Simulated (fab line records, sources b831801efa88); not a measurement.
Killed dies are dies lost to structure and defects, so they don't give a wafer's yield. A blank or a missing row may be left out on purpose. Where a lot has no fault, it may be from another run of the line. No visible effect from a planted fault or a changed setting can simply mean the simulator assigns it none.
Which tool did it? | flow sky130 | 42 wafers from 14 lots sampled at 6 of the route's 708 steps

## WHAT THE GAUGES SHOWED, per wafer
SKY_NWELL_TW_MEAS_15. Usual: NWELL_TW typically reads 1818, with standard deviation 13.
lot  | measured     | on            | NWELL_TW       | flag
L222 | day 4 21:13  | film-metro-03 | 1827 1814 1812 |
L223 | day 5 03:19  | film-metro-01 | 1807 1809 1801 |
L229 | day 6 13:01  | film-metro-01 | 1796 1793 1803 |
L230 | day 6 18:04  | film-metro-01 | 1807 1803 1806 |
L234 | day 7 19:19  | film-metro-03 | 1825 1813 1824 |
L235 | day 8 00:15  | film-metro-03 | 1823 1817 1819 |
L236 | day 8 03:55  | film-metro-01 | 1808 1806 1801 |
L237 | day 8 13:54  | film-metro-01 | 1800 1812 1812 |
L238 | day 8 19:40  | film-metro-04 | 1826 1825 1823 |
L239 | day 9 02:09  | film-metro-04 | 1827 1833 1825 |
L240 | day 9 06:43  | film-metro-03 | 1823 1824 1815 |
L241 | day 9 15:42  | film-metro-04 | 1826 1833 1832 |
L242 | day 9 19:49  | film-metro-03 | 1815 1825 1806 |
L244 | day 10 06:36 | film-metro-04 | 1838 1825 1839 |

SKY_VT_ADJUST_LVTN_TW_MEAS_21. Usual: VT_ADJUST_LVTN_2_TW typically reads 187.5, with standard deviation 1.2.
lot  | measured     | on            | VT_ADJUST_LVTN_2_TW | flag
L222 | day 8 02:12  | film-metro-01 | 186.8 187.1 186.8   |
L223 | day 8 09:25  | film-metro-02 | 185.9 187.3 186.1   |
L229 | day 10 00:10 | film-metro-02 | 186.1 186.3 185.8   |
L230 | day 10 05:51 | film-metro-02 | 186.4 186.9 186.7   |
L234 | day 11 12:57 | film-metro-01 | 188.1 187.5 187.0   |
L235 | day 11 16:28 | film-metro-04 | 187.9 189.8 188.6   |
L236 | day 11 19:59 | film-metro-04 | 189.1 188.2 187.9   |
L237 | day 12 08:06 | film-metro-02 | 186.0 187.4 186.9   |
L238 | day 12 15:46 | film-metro-04 | 189.6 188.7 188.6   |
L239 | day 12 23:36 | film-metro-01 | 185.9 186.5 186.3   |
L240 | day 13 02:28 | film-metro-01 | 189.2 187.7 187.2   |
L241 | day 13 14:30 | film-metro-01 | 188.4 187.3 189.3   |
L242 | day 13 19:58 | film-metro-01 | 188.9 188.6 187.5   |
L244 | day 14 09:09 | film-metro-04 | 187.8 188.1 187.5   |

SKY_VT_ADJUST_HVTR_TW_MEAS_11. Usual: VT_ADJUST_HVTR_TW typically reads 211.1, with standard deviation 1.6.
lot  | measured     | on            | VT_ADJUST_HVTR_TW | flag
L222 | day 9 19:56  | film-metro-01 | 208.5 209.6 208.4 |
L223 | day 10 04:35 | film-metro-04 | 212.8 213.0 213.9 |
L229 | day 11 23:29 | film-metro-01 | 29.9 29.6 29.8    | OFF
L230 | day 12 05:35 | film-metro-01 | 29.8 29.8 29.8    | OFF
L234 | day 13 13:40 | film-metro-04 | 211.7 212.6 211.3 |
L235 | day 13 18:58 | film-metro-01 | 210.6 211.2 212.3 |
L236 | day 13 22:10 | film-metro-01 | 210.8 210.0 209.9 |
L237 | day 14 12:16 | film-metro-03 | 211.9 210.6 210.6 |
L238 | day 14 19:44 | film-metro-01 | 209.0 207.4 207.9 |
L239 | day 15 04:46 | film-metro-01 | 208.7 210.0 208.6 |
L240 | day 15 07:47 | film-metro-04 | 212.8 213.3 211.1 |
L241 | day 15 20:37 | film-metro-03 | 210.4 210.1 210.5 |
L242 | day 16 02:23 | film-metro-04 | 214.3 212.8 212.3 |
L244 | day 16 15:43 | film-metro-04 | 212.1 213.3 213.9 |

SKY_SONOS_ONO_THK_MEAS_01. Usual: SONOS_ONO_OXIDATION_THK typically reads 2.61 nm, with standard deviation 0.055.
lot  | measured     | on            | SONOS_ONO_OXIDATION_THK (nm) | flag
L222 | day 11 22:55 | film-metro-03 | 2.62 2.63 2.65               |
L223 | day 12 06:31 | film-metro-04 | 2.64 2.59 2.68               |
L229 | day 14 03:51 | film-metro-03 | 2.68 2.54 2.63               |
L230 | day 14 10:59 | film-metro-03 | 2.59 2.61 2.63               |
L234 | day 15 22:41 | film-metro-03 | 2.70 2.62 2.68               |
L235 | day 16 02:59 | film-metro-02 | 2.63 2.56 2.63               |
L236 | day 16 08:54 | film-metro-04 | 2.59 2.70 2.64               |
L237 | day 16 23:01 | film-metro-04 | 2.55 2.69 2.68               |
L238 | day 17 06:28 | film-metro-03 | 2.75 2.65 2.68               |
L239 | day 17 16:15 | film-metro-02 | 2.61 2.59 2.66               |
L240 | day 17 20:09 | film-metro-02 | 2.57 2.58 2.58               |
L241 | day 18 09:10 | film-metro-02 | 2.56 2.58 2.60               |
L242 | day 18 18:13 | film-metro-02 | 2.59 2.57 2.64               |
L244 | day 19 07:23 | film-metro-02 | 2.51 2.49 2.49               |

## WHAT TOOL EACH LOT RAN ON (gives the tool, then ch and the chambers of the sampled wafers, and finally the start)
lot  | SKY_VT_ADJUST_NCORE_STRIP_10         | SKY_VT_ADJUST_HVTR_STRIP_10
L222 | plasma-asher-02 ch 0,1, day 8 22:49  | plasma-asher-04 ch 0,1, day 9 19:49
L223 | plasma-asher-02 ch 0,1, day 9 06:34  | plasma-asher-01 ch 0,1, day 10 04:28
L229 | plasma-asher-03 ch 0,1, day 10 23:25 | plasma-asher-01 ch 0,1, day 11 23:22
L230 | plasma-asher-02 ch 0,1, day 11 05:34 | plasma-asher-04 ch 0,1, day 12 05:28
L234 | plasma-asher-02 ch 0,1, day 12 12:43 | plasma-asher-04 ch 0, day 13 13:34
L235 | plasma-asher-02 ch 0,1, day 12 16:58 | plasma-asher-01 ch 0,1, day 13 18:52
L236 | plasma-asher-03 ch 0,1, day 12 20:01 | plasma-asher-01 ch 0,1, day 13 22:04
L237 | plasma-asher-02 ch 0,1, day 13 09:34 | plasma-asher-01 ch 0,1, day 14 12:10
L238 | plasma-asher-04 ch 0,1, day 13 16:40 | plasma-asher-03 ch 0,1, day 14 19:37
L239 | plasma-asher-02 ch 0,1, day 14 01:28 | plasma-asher-03 ch 1, day 15 04:40
L240 | plasma-asher-04 ch 0,1, day 14 04:39 | plasma-asher-04 ch 0,1, day 15 07:43
L241 | plasma-asher-03 ch 0,1, day 14 17:04 | plasma-asher-01 ch 0,1, day 15 20:31
L242 | plasma-asher-02 ch 0,1, day 14 22:52 | plasma-asher-04 ch 0,1, day 16 02:16
L244 | plasma-asher-03 ch 0,1, day 15 11:40 | plasma-asher-01 ch 0,1, day 16 15:37
- SKY_VT_ADJUST_NCORE_STRIP_10: strips in O2/N2.
- SKY_VT_ADJUST_HVTR_STRIP_10: strips in O2/N2.

## AS READ BY THE TOOLS THEMSELVES (means over the sampled wafers that have a number; for cases with no such wafer, the mark the record gives instead)
SKY_VT_ADJUST_NCORE_STRIP_10. Usual: chamber-pressure-mTorr 1500.1 mTorr, standard deviation 1.4; drypump-motor-current-A 5.6 A, standard deviation 0.43; oes-product-au 0.715 a.u., standard deviation 0.005; strip-time-to-endpoint-s 14.20 s, standard deviation 0.045.
lot  | tool            | chamber-pressure-mTorr (mTorr) | drypump-motor-current-A (A) | oes-product-au (a.u.) | strip-time-to-endpoint-s (s) | flag
L222 | plasma-asher-02 | 1501.3                         | 5.6                         | 0.719                 | 14.17                        |
L223 | plasma-asher-02 | 1500.0                         | 5.2                         | 0.713                 | 14.17                        |
L229 | plasma-asher-03 | -                              | -                           | -                     | -                            | OFF
L230 | plasma-asher-02 | -                              | -                           | -                     | -                            | OFF
L234 | plasma-asher-02 | 1500.2                         | 5.2                         | 0.717                 | 14.27                        |
L235 | plasma-asher-02 | 1501.1                         | 5.5                         | 0.715                 | 14.25                        |
L236 | plasma-asher-03 | 1499.5                         | 5.7                         | 0.714                 | 14.18                        |
L237 | plasma-asher-02 | 1500.0                         | 5.5                         | 0.722                 | 14.18                        |
L238 | plasma-asher-04 | 1499.7                         | 6.0                         | 0.717                 | 14.22                        |
L239 | plasma-asher-02 | 1499.2                         | 5.5                         | 0.715                 | 14.22                        |
L240 | plasma-asher-04 | 1499.2                         | 6.1                         | 0.717                 | 14.12                        |
L241 | plasma-asher-03 | 1500.6                         | 5.7                         | 0.713                 | 14.15                        |
L242 | plasma-asher-02 | 1499.6                         | 5.5                         | 0.717                 | 14.20                        |
L244 | plasma-asher-03 | 1500.4                         | 5.7                         | 0.719                 | 14.15                        |

SKY_VT_ADJUST_HVTR_STRIP_10. Usual: chamber-pressure-mTorr 1500.2 mTorr, standard deviation 1.4; drypump-motor-current-A 5.9 A, standard deviation 0.31; oes-product-au 0.715 a.u., standard deviation 0.0047; strip-time-to-endpoint-s 14.18 s, standard deviation 0.035.
lot  | tool            | chamber-pressure-mTorr (mTorr) | drypump-motor-current-A (A) | oes-product-au (a.u.) | strip-time-to-endpoint-s (s) | flag
L222 | plasma-asher-04 | 1500.2                         | 6.0                         | 0.718                 | 14.18                        |
L223 | plasma-asher-01 | 1501.0                         | 5.7                         | 0.714                 | 14.16                        |
L229 | plasma-asher-01 | 1500.1                         | 6.0                         | 0.722                 | 31.28                        | OFF
L230 | plasma-asher-04 | 1501.3                         | 6.1                         | 0.714                 | 31.30                        | OFF
L234 | plasma-asher-04 | 1500.5                         | 6.1                         | 0.713                 | 14.20                        |
L235 | plasma-asher-01 | 1499.4                         | 5.7                         | 0.712                 | 14.20                        |
L236 | plasma-asher-01 | 1499.4                         | 5.7                         | 0.711                 | 14.20                        |
L237 | plasma-asher-01 | 1498.7                         | 5.7                         | 0.714                 | 14.15                        |
L238 | plasma-asher-03 | 1499.6                         | 5.7                         | 0.714                 | 14.21                        |
L239 | plasma-asher-03 | 1499.6                         | 6.0                         | 0.716                 | 14.22                        |
L240 | plasma-asher-04 | 1500.1                         | 6.0                         | 0.712                 | 14.13                        |
L241 | plasma-asher-01 | 1498.2                         | 5.7                         | 0.715                 | 14.20                        |
L242 | plasma-asher-04 | 1500.3                         | 6.0                         | 0.710                 | 14.17                        |
L244 | plasma-asher-01 | 1499.9                         | 6.0                         | 0.717                 | 14.19                        |

## THE ANSWER, worked out from the rows above alone
Rule: a lot counts as off when the mean over its wafers that have a number is more than 3 standard deviations away from the usual mean. Also off: a lot with no number at a reading for which 4 or more lots have one. Any other lot the step has rows for is counted as sound. First the gauges in route order, then the tools' own readings, where a lot's mean is used as printed above. At the first step where some lot is off, the reading lying furthest off is the one used; lots without a number count as furthest.
Off: L229, L230, seen at SKY_VT_ADJUST_HVTR_TW_MEAS_11 (VT_ADJUST_HVTR_TW).
A tool fits if, at a process step before that reading, it ran every lot that is off, and no sound lot after the first of them. The gauges at SKY_VT_ADJUST_HVTR_TW_MEAS_11 aren't tried: what is off there is off at SKY_VT_ADJUST_NCORE_STRIP_10 too, on other tools, and a gauge's error can't cause that. Of those tried, none fits.

## WHAT THE SIMULATOR HAD PUT IN
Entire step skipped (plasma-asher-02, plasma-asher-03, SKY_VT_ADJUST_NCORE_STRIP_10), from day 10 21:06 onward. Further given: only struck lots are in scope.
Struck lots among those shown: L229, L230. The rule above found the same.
